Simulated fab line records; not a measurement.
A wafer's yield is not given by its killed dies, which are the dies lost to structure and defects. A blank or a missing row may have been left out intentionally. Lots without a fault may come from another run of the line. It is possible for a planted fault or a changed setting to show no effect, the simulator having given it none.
What tool caused it? -- flow sky130 -- Sampling: 13 lots, 39 wafers, 4 of 708 route steps

## WHAT EACH GAUGE READ, for each wafer
SKY_POLY_CUT_CD_MEAS_08: the cd target is 270 nm.
lot,measured,on,cd-nm (nm)
L612,day 25 16:29,cd-sem-01,269.5 271.7 272.4
L610,day 25 19:07,cd-sem-01,269.8 270.5 270.7
L614,day 25 22:44,cd-sem-02,271.0 270.8 272.4
L613,day 26 02:08,cd-sem-01,268.9 268.3 267.9
L617,day 26 13:58,cd-sem-01,267.5 267.6 269.2
L621,day 28 16:10,cd-sem-01,270.5 269.8 269.8
L620,day 28 19:37,cd-sem-01,272.3 271.9 270.9
L623,day 29 01:03,cd-sem-01,268.8 270.8 268.0
L622,day 29 03:40,cd-sem-02,272.7 273.4 273.0
L624,day 29 19:31,cd-sem-01,270.0 270.7 272.3
L628,day 30 02:19,cd-sem-02,271.0 270.3 269.9
L630,day 31 17:11,cd-sem-02,268.7 269.2 269.7
L633,day 31 21:35,cd-sem-01,270.5 268.4 269.2

SKY_LI_CONTACT_THK_MEAS_01.
lot,measured,on,LI_CONTACT_HDPCVD_THK (nm)
L612,day 29 07:28,film-metro-01,902 899 893
L610,day 29 10:14,film-metro-01,872 871 869
L614,day 29 13:05,film-metro-01,891 898 889
L613,day 29 14:46,film-metro-04,886 884 880
L617,day 30 04:06,film-metro-01,898 885 879
L621,day 32 04:31,film-metro-04,884 885 894
L620,day 32 06:59,film-metro-01,896 896 897
L623,day 32 12:43,film-metro-03,896 893 882
L622,day 32 15:02,film-metro-04,886 878 897
L624,day 33 06:45,film-metro-04,875 886 885
L628,day 33 12:06,film-metro-04,894 890 894
L630,day 35 03:20,film-metro-04,887 892 884
L633,day 35 05:53,film-metro-03,896 890 894

## WHAT TOOL EACH LOT RAN ON (gives the tool, then ch and the chambers of the sampled wafers, and finally the start)
lot,SKY_LDD_LDN_EXPOSE_04,SKY_POLY_CUT_STRIP_12
L612,"iline-stepper-02 ch 0, day 23 18:23","plasma-asher-01 ch 0,1, day 25 16:42"
L610,"iline-stepper-02 ch 0, day 23 19:36","plasma-asher-03 ch 0,1, day 25 19:21"
L614,"iline-stepper-01 ch 0, day 24 00:16","plasma-asher-03 ch 0, day 25 22:57"
L613,"iline-stepper-01 ch 0, day 24 01:52","plasma-asher-04 ch 0,1, day 26 02:22"
L617,"iline-stepper-02 ch 0, day 24 15:32","plasma-asher-04 ch 0,1, day 26 14:13"
L621,"iline-stepper-01 ch 0, day 26 17:36","plasma-asher-03 ch 0,1, day 28 16:24"
L620,"iline-stepper-01 ch 0, day 26 23:07","plasma-asher-04 ch 0,1, day 28 19:52"
L623,"iline-stepper-01 ch 0, day 27 05:39","plasma-asher-03 ch 0,1, day 29 01:17"
L622,"iline-stepper-01 ch 0, day 27 07:02","plasma-asher-04 ch 0,1, day 29 03:55"
L624,"iline-stepper-02 ch 0, day 27 21:58","plasma-asher-03 ch 0,1, day 29 19:46"
L628,"iline-stepper-01 ch 0, day 28 06:33","plasma-asher-03 ch 0,1, day 30 02:34"
L630,"iline-stepper-02 ch 0, day 29 19:16","plasma-asher-03 ch 0,1, day 31 17:25"
L633,"iline-stepper-02 ch 0, day 30 03:49","plasma-asher-01 ch 0,1, day 31 21:49"
- SKY_LDD_LDN_EXPOSE_04: exposes mask LDNTM, target cd 700 nm.
- SKY_POLY_CUT_STRIP_12: strips in O2/N2.

## WHAT THE TOOLS THEMSELVES READ (means of the sampled wafers that have a number; where no wafer has one, the mark that the record gives instead)
SKY_LDD_LDN_EXPOSE_04.
lot,tool,exposure-dose-mJ-cm2
L612,iline-stepper-02,139.97
L610,iline-stepper-02,140.11
L614,iline-stepper-01,139.86
L613,iline-stepper-01,140.11
L617,iline-stepper-02,140.11
L621,iline-stepper-01,140.02
L620,iline-stepper-01,131.65
L623,iline-stepper-01,131.84
L622,iline-stepper-01,131.72
L624,iline-stepper-02,140.03
L628,iline-stepper-01,131.70
L630,iline-stepper-02,139.97
L633,iline-stepper-02,139.92

SKY_POLY_CUT_STRIP_12.
lot,tool,drypump-motor-current-A (A),oes-product-au (a.u.),strip-time-to-endpoint-s (s)
L612,plasma-asher-01,5.76,0.459,5.354
L610,plasma-asher-03,5.53,0.454,5.348
L614,plasma-asher-03,6.01,0.455,5.345
L613,plasma-asher-04,5.87,0.453,5.346
L617,plasma-asher-04,5.73,0.457,5.346
L621,plasma-asher-03,5.51,0.453,5.326
L620,plasma-asher-04,5.71,0.449,5.343
L623,plasma-asher-03,5.53,0.450,5.354
L622,plasma-asher-04,5.86,0.452,5.330
L624,plasma-asher-03,5.79,0.452,5.357
L628,plasma-asher-03,5.51,0.458,5.394
L630,plasma-asher-03,5.77,0.448,5.336
L633,plasma-asher-01,5.79,0.453,5.368

## THE ANSWER, worked out from the rows above alone
Rule: usual is defined by the lots themselves. Put in order of their means at a reading, lots are off if they are a third of the lots or fewer, leave a main group of 4 or more, and stand apart from it by a gap of 3 or more times the standard deviation of the main group's means; of several such gaps the widest counts. If all means in a main group match to the digits the tables above print for the reading, that group is not used. A lot without any number at a reading at which 4 lots or more have one is off too. Any other lot the step has rows for is counted as sound. After the gauges, taken in route order, come the tools' own readings; for these a lot's mean is taken, as printed above. The first step at which some lot is off is used, and at that step the reading that is off furthest; a lot without a number counts as furthest.
Off: L620, L623, L622, L628 (SKY_LDD_LDN_EXPOSE_04, exposure-dose-mJ-cm2). Mean 140.01 and standard deviation 0.085 in the main group.
If a tool, at that step or one of the process steps before it, ran each lot that is off and ran no sound lot following the first of them, it fits. One fits: SKY_LDD_LDN_EXPOSE_04 on iline-stepper-01. Its last sound lot is L621 (day 26 17:36), its first lot that is off L620 (day 26 23:07): a fault that began between those two fits.
On the lots that are off, the tool's own readings at SKY_LDD_LDN_EXPOSE_04 differ by more than 5 times the standard deviation of the sound lots' means, which bears it out; exposure-dose-mJ-cm2 reads 131.73 there versus 140.01 on the sound lots.

## WHAT THE SIMULATOR HAD PUT IN
Process parameters drifting: iline-stepper-01 at SKY_LDD_LDN_EXPOSE_04, beginning at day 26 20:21. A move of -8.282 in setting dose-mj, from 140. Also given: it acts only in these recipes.
Struck lots among those shown: L620, L623, L622, L628. This agrees with what the rule above found.
